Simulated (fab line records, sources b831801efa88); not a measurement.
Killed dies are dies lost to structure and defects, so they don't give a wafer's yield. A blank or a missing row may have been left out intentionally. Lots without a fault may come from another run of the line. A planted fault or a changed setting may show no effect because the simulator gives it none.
fab line records	flow sfqLine
record lots=7	wafers=20	lastDay=89
route steps=325 shown M2@88
lots that met no fault: from a run of the same line without faults
startH: start of the lot's first displayed wafer, in hours after the record's first day	waitH: hours elapsed since this lot's preceding step	" same as the row above	L1.1+2: one row covering several wafers at once	- no value present, or no start provided	* or withheld: withheld	< > ~ a bound
route shown NAME@n: a module of which the file shows steps, and the number in the route of the first	usual: mean/standard deviation taken from wafers without a fault	same: alike in all rows	chamber/n: place in a boat	sites: each site's reading	_std_site: the standard deviation of these	_edge_site: mean of outer sites minus mean of inner sites	radiusMm: for every site, how far away it sits from the centre of the wafer	mask NAME#n: copy n	behind: the last tool/chamber to shape the wafer	hold: the reason the lot was held/the length of the hold in hours/how it ended	device: the transistor (n, p or np) that didn't switch	end of line: the route-end tests of the same wafers	a step with no rows: only its recipe	killed: dies that structure and defects cost at the first sort, which is not the same as the wafer's yield	map: dies across one wafer; x = killed, . = not, _ = none there
set.NAME: the setting as run; set.NAME@STEP: as run at that earlier step	model.NAME: the simulator's own value behind a step, which no gauge read
a table for each step, a row for each wafer; lots at some steps of the route
services: when a tool's chamber went out of use (startH, in hours from the record's first day, below 0 if earlier), for how many hours, and the reason
## steps
# step SFQ_TRILAYER_M2_DEP_PRE_CLEAN_056
# recipe gas=Ar	timeS=22.5	biasV=250
# step SFQ_TRILAYER_M2_DEP_SPUTTER_055
# recipe material=Nb	basePressurePa=1.33e-06	chamberPressurePa=0.1333	substrateTempC=20	resputterCathodeVoltageV=400	targetThkNm=200	powerW=2000	timeS=133.3
# usual throttleValvePct=29.6/0.57
lot.wafer	tool	chamber	startH	waitH	throttleValvePct
L833.1	pvdSputter-03	-	713.18	0.0	30.7
L833.2	"	-	"	"	29.0
L833.5	"	-	"	"	29.1
L834.3	pvdSputter-03	-	725.78	0.0	30.6
L834.4	"	-	"	"	29.7
L834.6	"	-	"	"	29.0
L840.1	pvdSputter-06	-	780.85	0.0	29.9
L840.2	"	-	"	"	28.3
L840.6	"	-	"	"	29.3
L842.2	pvdSputter-06	-	785.78	0.0	29.8
L842.4	"	-	"	"	29.4
L845.1	pvdSputter-03	-	793.15	0.0	30.0
L845.2	"	-	"	"	30.3
L845.4	"	-	"	"	29.9
L848.2	pvdSputter-05	-	796.58	0.0	29.3
L848.4	"	-	"	"	28.5
L848.6	"	-	"	"	28.5
L849.2	pvdSputter-03	-	797.88	0.0	29.8
L849.3	"	-	"	"	30.8
L849.6	"	-	"	"	30.3
# step SFQ_M2_RS_MEAS_914
# recipe thkMeasGauge=four-point-probe	reads=Nb_of_TRILAYER_M2_DEP_SPUTTER_055
# usual M2_NB_RS=0.889/0.012
lot.wafer	tool	chamber	startH	waitH	M2_NB_RS[ohm/sq]
L833.1	filmMetro-02	-	713.27	0.0	0.871
L833.2	"	-	"	"	0.886
L833.5	"	-	"	"	0.874
L834.3	filmMetro-01	-	725.91	0.1	0.880
L834.4	"	-	"	"	0.886
L834.6	"	-	"	"	0.877
L840.1	filmMetro-03	-	780.95	0.0	0.899
L840.2	"	-	"	"	0.921
L840.6	"	-	"	"	0.914
L842.2	filmMetro-02	-	785.89	0.1	0.901
L842.4	"	-	"	"	0.903
L845.1	filmMetro-01	-	793.25	0.0	0.886
L845.2	"	-	"	"	0.879
L845.4	"	-	"	"	0.888
L848.2	filmMetro-02	-	796.69	0.1	0.880
L848.4	"	-	"	"	0.887
L848.6	"	-	"	"	0.882
L849.2	filmMetro-02	-	797.99	0.1	0.886
L849.3	"	-	"	"	0.873
L849.6	"	-	"	"	0.875
# step SFQ_TRILAYER_M2_LITHO_COAT_062
# recipe resist=BARC	spinRpm=3000	resistThkNm=62
# step SFQ_TRILAYER_M2_LITHO_COAT_057
# recipe resist=KrF	spinRpm=3000	resistThkNm=600
# step SFQ_TRILAYER_M2_LITHO_SOFTBAKE_061
# recipe tempC=withheld	timeS=withheld	resist=KrF
# step SFQ_TRILAYER_M2_LITHO_EXPOSE_058
# recipe maskId=M2	na=0.6	sourceShape=conventional	sigmaOuter=0.65	targetCdNm=500	doseMj=14.4
# step SFQ_TRILAYER_M2_LITHO_PEB_060
# recipe pebTempC=115	pebTimeS=60	resist=KrF
# step SFQ_TRILAYER_M2_LITHO_DEVELOP_059
# recipe timeS=60	resist=KrF
# step SFQ_M2_OVL_MEAS_916
# usual M2_OVL=-2/5.6
lot.wafer	tool	chamber	startH	waitH	M2_OVL[nm]
L833.1	overlay-02	-	866.61	0.1	-6
L833.2	"	-	"	"	-4
L833.5	"	-	"	"	-1
L834.3	overlay-01	-	877.42	0.1	-1
L834.4	"	-	"	"	2
L834.6	"	-	"	"	-5
L840.1	overlay-02	-	930.83	0.1	-9
L840.2	"	-	"	"	-6
L840.6	"	-	"	"	-3
L842.2	overlay-01	-	934.44	0.1	-1
L842.4	"	-	"	"	0
L845.1	overlay-01	-	939.23	0.1	1
L845.2	"	-	"	"	-1
L845.4	"	-	"	"	0
L848.2	overlay-02	-	945.24	0.1	3
L848.4	"	-	"	"	5
L848.6	"	-	"	"	5
L849.2	overlay-02	-	947.64	0.1	-4
L849.3	"	-	"	"	-3
L849.6	"	-	"	"	0
# step SFQ_TRILAYER_M2_BARC_OPEN_METAL_ETCH_077
# recipe maskMaterial=PR	chemistry=O2	targetDepthNm=125	target=BARC	icpW=600	biasW=80	pressureMtorr=10	timeS=41.7
# usual drypumpMotorCurrentA=6.09/0.3	oesProductAu=0.685/0.0049
lot.wafer	tool	chamber	startH	waitH	drypumpMotorCurrentA	oesProductAu	rfHoursCounterH
L833.1	rieMetal-02	1	866.65	0.0	5.91	0.683	104
L833.2	"	1	"	"	5.92	0.680	-
L833.5	"	1	"	"	5.89	0.687	-
L834.3	rieMetal-03	0	877.47	0.0	6.57	0.681	-
L834.4	"	1	"	"	5.73	0.684	-
L834.6	"	0	"	"	6.60	0.692	-
L840.1	rieMetal-03	0	930.87	0.0	6.59	0.689	139
L840.2	"	1	"	"	5.73	0.695	126
L840.6	"	0	"	"	6.58	0.686	-
L842.2	rieMetal-03	0	934.47	0.0	6.59	0.687	140
L842.4	"	0	"	"	6.61	0.677	-
L845.1	rieMetal-03	0	939.27	0.0	6.62	0.689	140
L845.2	"	1	"	"	5.72	0.693	127
L845.4	"	1	"	"	5.74	0.684	-
L848.2	rieMetal-02	1	945.27	0.0	5.91	0.688	119
L848.4	"	1	"	"	5.90	0.684	-
L848.6	"	1	"	"	5.91	0.693	-
L849.2	rieMetal-01	1	947.67	0.0	6.06	0.691	49
L849.3	"	0	"	"	5.99	0.690	-
L849.6	"	0	"	"	5.96	0.685	-
# step SFQ_TRILAYER_M2_ETCH_METAL_ETCH_060
# recipe target=Nb	stopOn=SiO2	maskMaterial=PR	chemistry=Cl2/Ar	targetDepthNm=240	icpW=600	biasW=80	pressureMtorr=10	timeS=120
# usual drypumpMotorCurrentA=6.09/0.3	oesProductAu=0.895/0.0085
lot.wafer	tool	chamber	startH	waitH	drypumpMotorCurrentA	oesProductAu	rfHoursCounterH	model.KrF_of_TRILAYER_M2_LITHO_COAT_057.thkNm	model.SiO2_of_TRILAYER_I1_DEP_PECVD_045.thkNm	model.M2.featureDepthNm
L833.1	rieMetal-02	1	866.76	0.1	5.89	0.908	105	382.1	192.6	204.3
L833.2	"	1	"	"	5.88	0.895	-	382.6	193.6	200.9
L833.5	"	1	"	"	5.89	0.904	-	381.3	192.9	203
L834.3	rieMetal-03	0	877.55	0.1	6.60	0.899	-	385.9	193	202.5
L834.4	"	1	"	"	5.72	0.892	-	381.9	193.2	201.1
L834.6	"	0	"	"	6.61	0.907	-	384.9	193.3	203.2
L840.1	rieMetal-03	0	930.93	0.0	6.60	0.888	139	383.8	192.4	198
L840.2	"	1	"	"	5.74	0.886	126	312.7	180.2	205.7
L840.6	"	0	"	"	6.58	0.883	-	383.6	191.9	194.9
L842.2	rieMetal-03	0	934.53	0.0	6.60	0.888	140	316.4	179.6	209.2
L842.4	"	0	"	"	6.57	0.888	-	317	181.2	208.8
L845.1	rieMetal-03	0	939.33	0.0	6.58	0.899	140	383.6	192.6	200.6
L845.2	"	1	"	"	5.73	0.906	127	312	179	214.6
L845.4	"	1	"	"	5.73	0.897	-	310.7	179.2	212.2
L848.2	rieMetal-02	1	945.33	0.0	5.85	0.904	119	382.9	192.6	202.2
L848.4	"	1	"	"	5.88	0.892	-	381.9	191.1	200.7
L848.6	"	1	"	"	5.87	0.900	-	382.4	190.3	202.1
L849.2	rieMetal-01	1	947.73	0.0	6.07	0.892	49	380.1	191.5	200.6
L849.3	"	0	"	"	5.98	0.896	-	379.1	191	203.2
L849.6	"	0	"	"	5.95	0.900	-	377.3	190.2	203.4
# step SFQ_TRILAYER_M2_STRIP_STRIP_061
# recipe gas=O2	powerW=200	platenTempC=40	overashFraction=0.65	chemistry=O2	pressureMtorr=50
# usual drypumpMotorCurrentA=6.09/0.3	oesProductAu=1.000/0.0097
lot.wafer	tool	chamber	startH	waitH	drypumpMotorCurrentA	oesProductAu	rfHoursCounterH
L833.1	rieMetal-02	1	867.01	0.2	5.88	0.998	105
L833.2	"	1	"	"	5.88	1.005	-
L833.5	"	1	"	"	5.88	0.998	-
L834.3	rieMetal-03	0	877.83	0.2	6.59	0.987	-
L834.4	"	1	"	"	5.73	0.995	-
L834.6	"	0	"	"	6.60	0.999	-
L840.1	rieMetal-03	0	931.05	0.1	6.55	0.999	139
L840.2	"	1	"	"	5.75	0.994	126
L840.6	"	0	"	"	6.56	0.991	-
L842.2	rieMetal-03	0	934.65	0.1	6.60	0.986	140
L842.4	"	0	"	"	6.56	1.007	-
L845.1	rieMetal-03	0	939.45	0.1	6.60	0.982	141
L845.2	"	1	"	"	5.74	0.996	127
L845.4	"	1	"	"	5.75	1.003	-
L848.2	rieMetal-02	1	945.45	0.1	5.89	0.994	119
L848.4	"	1	"	"	5.88	1.010	-
L848.6	"	1	"	"	5.91	1.005	-
L849.2	rieMetal-01	1	947.85	0.1	6.09	0.990	50
L849.3	"	0	"	"	5.96	1.008	-
L849.6	"	0	"	"	5.96	1.000	-
## services
tool	chamber	startH	hours	kind
rieMetal-01	1	721.31	7.4	repair
pvdSputter-06	-	721.54	3.2	repair
pvdSputter-06	-	722.54	1.9	repair
pvdSputter-05	-	738.34	2.2	repair
pvdSputter-06	-	786.74	2.8	repair
pvdSputter-03	-	789.10	1.3	repair
rieMetal-02	0	793.02	-	clean
rieMetal-02	0	793.02	22.6	scheduledDown
rieMetal-02	0	793.02	22.6	ventCycle
rieMetal-01	-	806.23	1.0	repair
rieMetal-03	-	849.43	2.8	pm
rieMetal-02	-	856.69	1.8	repair
rieMetal-02	0	857.51	29.8	repair
pvdSputter-05	-	878.87	7.2	repair
rieMetal-01	-	879.97	14.6	pm
rieMetal-02	0	904.56	2.7	repair
rieMetal-03	-	914.82	2.3	repair
pvdSputter-03	-	922.14	1.5	repair
pvdSputter-03	-	927.10	4.2	repair
pvdSputter-03	3	937.21	-	consumableReplace:kit
pvdSputter-03	3	937.21	18.0	scheduledDown
pvdSputter-03	3	937.21	18.0	ventCycle
## key
firstSign none at tools or gauges
modelEffect step=SFQ_TRILAYER_M2_ETCH_METAL_ETCH_060	value=KrF_of_TRILAYER_M2_LITHO_COAT_057.thkNm	without=384.3	struck=313.8
metAt SFQ_TRILAYER_M2_ETCH_METAL_ETCH_060
struckWafers L840.2,L842.2,L842.4,L845.2,L845.4
onsetBetween 877.55 930.93
fault kind=processParameterDrift	tool=rieMetal-03	chamber=-	onsetH=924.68	steps=SFQ_TRILAYER_M2_ETCH_METAL_ETCH_060	channel=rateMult	offset=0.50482	shape=step	endH=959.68	scope=struckWafersOnly
